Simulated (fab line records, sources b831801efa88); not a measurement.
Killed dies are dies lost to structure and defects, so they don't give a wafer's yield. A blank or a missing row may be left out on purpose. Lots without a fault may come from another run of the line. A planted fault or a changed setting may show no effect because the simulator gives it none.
A struck lot beside a sound one | flow sky130 | 14 steps out of a route of 708
Sound: wafers L428.1, L428.3, L428.5. Struck: wafers L422.2, L422.5, L422.6. The cause comes at the end.
At each step with rows: each side's tool, then ch and its chambers, then its first start. Under that, the readings that differ: sound wafers | struck wafers | difference of the means | sigmas: that difference in standard deviations of wafers without a fault.
alike: readings whose means differ by less than 2 such deviations, and words and numbers that are the same on both sides. not compared: withheld readings, readings that some wafer has no value for, bounds like >300 that may hide the same value, and numbers for which the record gives no deviation and whose values overlap.
The two part at a step that has a row with sigmas, a row that says differs or no value, or rows on one side only. Numbers that don't overlap but have no deviation are shown without sigmas and don't part them. A reading that every wafer of one side lacks parts them only if that side has two wafers or more.

first, 1 step without rows for these wafers: SKY_FIELD_ISO_DEVELOP_12 (develop time 60 s).
SKY_FIELD_ISO_CD_MEAS_13: target cd 150 nm.
  sound on cd_sem-01, day 5 16:11; struck on cd_sem-01, day 4 08:37
  alike: cd_nm
SKY_FIELD_ISO_ETCH_14: etches BARC in N2/H2, stops on SiO2, time 45.9 s, target depth 60 nm.
  sound on rie_diel-02 ch 0,2,3, day 5 16:19; struck on rie_diel-04 ch 0,1,2, day 4 08:43
  reading               | sound             | struck            | difference | sigmas
  oes_product_au (a.u.) | 0.855 0.865 0.863 | 0.852 0.853 0.851 | -0.009     | -2
  alike: drypump_motor_current_A, throttle_valve_pct
  not compared: rf_hours_counter_h
SKY_FIELD_ISO_ETCH_15: etches the open film in CHF3/O2, stops on Si, target depth 180 nm, time 72 s.
  sound on rie_diel-02 ch 0,2,3, day 5 16:21; struck on rie_diel-04 ch 0,1,2, day 4 08:45
  alike: O2_flow_sccm, chf3_flow_sccm, drypump_motor_current_A, oes_product_au, throttle_valve_pct
  not compared: rf_hours_counter_h
SKY_FIELD_ISO_STRIP_16: strips in O2/N2.
  sound on plasma_asher-04 ch 0,1, day 5 16:24; struck on plasma_asher-04 ch 0,1, day 4 08:49
  alike: drypump_motor_current_A, oes_product_au, strip_time_to_endpoint_s
  not compared: rf_hours_counter_h
SKY_FIELD_ISO_ETCH_17: etches Si in HBr/Cl2/O2, target depth 342 nm, time 97.7 s.
  sound on rie_si-01 ch 2,3, day 5 16:30; struck on rie_si-02 ch 0,1,2, day 4 08:55
  reading                     | sound       | struck      | difference | sigmas
  drypump_motor_current_A (A) | 6.4 6.2 6.2 | 5.2 4.9 5.0 | -1.2       | -2
  alike: O2_flow_sccm, oes_product_au, throttle_valve_pct
  not compared: rf_hours_counter_h
then, 5 steps without rows for these wafers: SKY_FIELD_ISO_WET_ETCH_18 (etches Si3N4 in H3PO4, target depth 25 nm, time 276.3 s); SKY_FIELD_ISO_CLEAN_19 (cleans in SC1/SC2, time 150 s); SKY_FIELD_ISO_CLEAN_20 (cleans in dHF, time 20 s); SKY_FIELD_ISO_WET_ETCH_21 (etches SiO2 in dHF, target depth 20 nm, time 400 s); SKY_FIELD_ISO_OXIDATION_22 (stabilise 600 s, purge 300 s, target thk 10 nm).
SKY_FIELD_ISO_THK_MEAS_23:
  sound on film_metro-01, day 5 18:43; struck on film_metro-02, day 4 11:29
  reading                         | sound             | struck         | difference | sigmas
  FIELD_ISO_OXIDATION_01_THK (nm) | 10.27 10.35 10.55 | 9.82 9.78 9.81 | -0.59      | -3
SKY_FIELD_ISO_CVD_24: deposits SiO2, target thk 595 nm, time 99.2 s.
  sound on hdpcvd-02 ch 0,1,2, day 5 18:46; struck on hdpcvd-02 ch 1,2, day 4 11:32
  no value came back on the struck wafers for pressure_mtorr (mTorr), run_length_s (s); on the sound wafers pressure_mtorr (mTorr) reads 5.995 6.000 5.997
SKY_PAD_OPEN_PROBE_99:
  the record has rows for the sound wafers here (prober-02, day 49 16:49) and none for the struck ones

WHERE THEY PART
First at SKY_FIELD_ISO_ETCH_14; last, within this record, at SKY_PAD_OPEN_PROBE_99.

WHY: what the simulator had put in
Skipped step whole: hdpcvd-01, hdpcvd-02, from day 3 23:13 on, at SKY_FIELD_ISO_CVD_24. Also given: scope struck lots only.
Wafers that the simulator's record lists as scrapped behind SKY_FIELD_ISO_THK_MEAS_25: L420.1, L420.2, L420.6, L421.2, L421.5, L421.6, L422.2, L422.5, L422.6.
